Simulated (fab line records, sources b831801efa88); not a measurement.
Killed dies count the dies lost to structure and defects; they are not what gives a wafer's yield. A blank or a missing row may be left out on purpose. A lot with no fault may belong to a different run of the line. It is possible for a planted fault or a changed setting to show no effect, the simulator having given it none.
Which tool did it? / flow sfq line / 14 lots, 42 wafers sampled, at 1 step of a route of 325

## WHAT EACH GAUGE READ, for each wafer
Not one reading of a measure or inspect step in the record can be checked against a usual standard deviation.

## EACH LOT AND THE TOOL THAT RAN IT (in order: tool; ch and the chambers of the sampled wafers; start)
lot=L217; SFQ_TRILAYER_I1_VIA_BARC_OPEN_VIA_ETCH_071=rie diel-03 ch 0,2, day 16 22:20
lot=L218; SFQ_TRILAYER_I1_VIA_BARC_OPEN_VIA_ETCH_071=rie diel-03 ch 1,2, day 17 13:44
lot=L221; SFQ_TRILAYER_I1_VIA_BARC_OPEN_VIA_ETCH_071=rie diel-04 ch 0,1, day 19 06:05
lot=L222; SFQ_TRILAYER_I1_VIA_BARC_OPEN_VIA_ETCH_071=rie diel-03 ch 0,1, day 19 10:53
lot=L224; SFQ_TRILAYER_I1_VIA_BARC_OPEN_VIA_ETCH_071=rie diel-04 ch 0,2,3, day 20 08:29
lot=L225; SFQ_TRILAYER_I1_VIA_BARC_OPEN_VIA_ETCH_071=rie diel-04 ch 1,2,3, day 20 13:17
lot=L228; SFQ_TRILAYER_I1_VIA_BARC_OPEN_VIA_ETCH_071=rie diel-04 ch 0,1, day 21 07:17
lot=L229; SFQ_TRILAYER_I1_VIA_BARC_OPEN_VIA_ETCH_071=rie diel-02 ch 0,3, day 21 09:41
lot=L230; SFQ_TRILAYER_I1_VIA_BARC_OPEN_VIA_ETCH_071=rie diel-04 ch 0,2,3, day 21 20:35
lot=L231; SFQ_TRILAYER_I1_VIA_BARC_OPEN_VIA_ETCH_071=rie diel-03 ch 0,2,3, day 22 07:23
lot=L234; SFQ_TRILAYER_I1_VIA_BARC_OPEN_VIA_ETCH_071=rie diel-02 ch 0,1,2, day 23 07:33
lot=L236; SFQ_TRILAYER_I1_VIA_BARC_OPEN_VIA_ETCH_071=rie diel-03 ch 0,2, day 24 06:09
lot=L238; SFQ_TRILAYER_I1_VIA_BARC_OPEN_VIA_ETCH_071=rie diel-02 ch 2,3, day 24 16:57
lot=L239; SFQ_TRILAYER_I1_VIA_BARC_OPEN_VIA_ETCH_071=rie diel-02 ch 0,2,3, day 25 00:09
- SFQ_TRILAYER_I1_VIA_BARC_OPEN_VIA_ETCH_071: etches BARC in O2, target depth 125 nm, time 41.7 s.

## AS READ BY THE TOOLS THEMSELVES (means over the sampled wafers that have a number; for cases with no such wafer, the mark the record gives instead)
SFQ_TRILAYER_I1_VIA_BARC_OPEN_VIA_ETCH_071.
lot=L217; tool=rie diel-03; drypump motor current A (A)=6.3; oes product au (a.u.)=0.684; run length s (s)=69.5
lot=L218; tool=rie diel-03; drypump motor current A (A)=6.3; oes product au (a.u.)=0.678; run length s (s)=69.7
lot=L221; tool=rie diel-04; drypump motor current A (A)=5.8; oes product au (a.u.)=0.687; run length s (s)=70.4
lot=L222; tool=rie diel-03; drypump motor current A (A)=6.3; oes product au (a.u.)=0.687; run length s (s)=69.9
lot=L224; tool=rie diel-04; drypump motor current A (A)=6.2; oes product au (a.u.)=0.686; run length s (s)=70.2
lot=L225; tool=rie diel-04; drypump motor current A (A)=6.0; oes product au (a.u.)=0.693; run length s (s)=70.3
lot=L228; tool=rie diel-04; drypump motor current A (A)=6.0; oes product au (a.u.)=0.674; run length s (s)=71.9
lot=L229; tool=rie diel-02; drypump motor current A (A)=6.4; oes product au (a.u.)=0.685; run length s (s)=69.8
lot=L230; tool=rie diel-04; drypump motor current A (A)=6.2; oes product au (a.u.)=0.672; run length s (s)=71.9
lot=L231; tool=rie diel-03; drypump motor current A (A)=5.8; oes product au (a.u.)=0.689; run length s (s)=69.8
lot=L234; tool=rie diel-02; drypump motor current A (A)=5.7; oes product au (a.u.)=0.684; run length s (s)=69.9
lot=L236; tool=rie diel-03; drypump motor current A (A)=6.3; oes product au (a.u.)=0.686; run length s (s)=69.6
lot=L238; tool=rie diel-02; drypump motor current A (A)=6.5; oes product au (a.u.)=0.683; run length s (s)=69.9
lot=L239; tool=rie diel-02; drypump motor current A (A)=6.1; oes product au (a.u.)=0.684; run length s (s)=69.6

## THE ANSWER, worked out from the rows above alone
Rule: the usual values come from the lots themselves. Put in order of their means at a reading, lots are off if they are a third of the lots or fewer, leave a main group of 4 or more, and stand apart from it by a gap of 3 or more times the standard deviation of the main group's means; of several such gaps the widest counts. The tables above print the reading to a certain number of digits; a main group whose means all agree to those digits is not used. Also off: a lot with no number at a reading for which 4 or more lots have one. Any other lot the step has rows for is counted as sound. Order of review: gauges by route order, followed by the tools' own readings, for which a lot's mean as printed above is used. At the first step where some lot is off, the reading lying furthest off is the one used; lots without a number count as furthest.
Off: L228, L230, at SFQ_TRILAYER_I1_VIA_BARC_OPEN_VIA_ETCH_071 (run length s). Main group: mean 69.9 s, sd 0.27.
A tool fits if, at that step or a process step before it, it ran every lot that is off, and no sound lot after the first of them. One fits: rie diel-04 at SFQ_TRILAYER_I1_VIA_BARC_OPEN_VIA_ETCH_071. Its last sound lot is L225 (day 20 13:17), its first lot that is off L228 (day 21 07:17): a fault that began between those two fits.
The tool's own readings at SFQ_TRILAYER_I1_VIA_BARC_OPEN_VIA_ETCH_071 bear it out: on the lots that are off they differ by more than 5 times the standard deviation of the sound lots' means. run length s reads 71.9 s there against 69.9 s on the sound lots.

## WHAT THE SIMULATOR HAD INSERTED
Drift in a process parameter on rie diel-04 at SFQ_TRILAYER_I1_VIA_BARC_OPEN_VIA_ETCH_071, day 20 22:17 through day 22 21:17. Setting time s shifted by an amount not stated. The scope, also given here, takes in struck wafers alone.
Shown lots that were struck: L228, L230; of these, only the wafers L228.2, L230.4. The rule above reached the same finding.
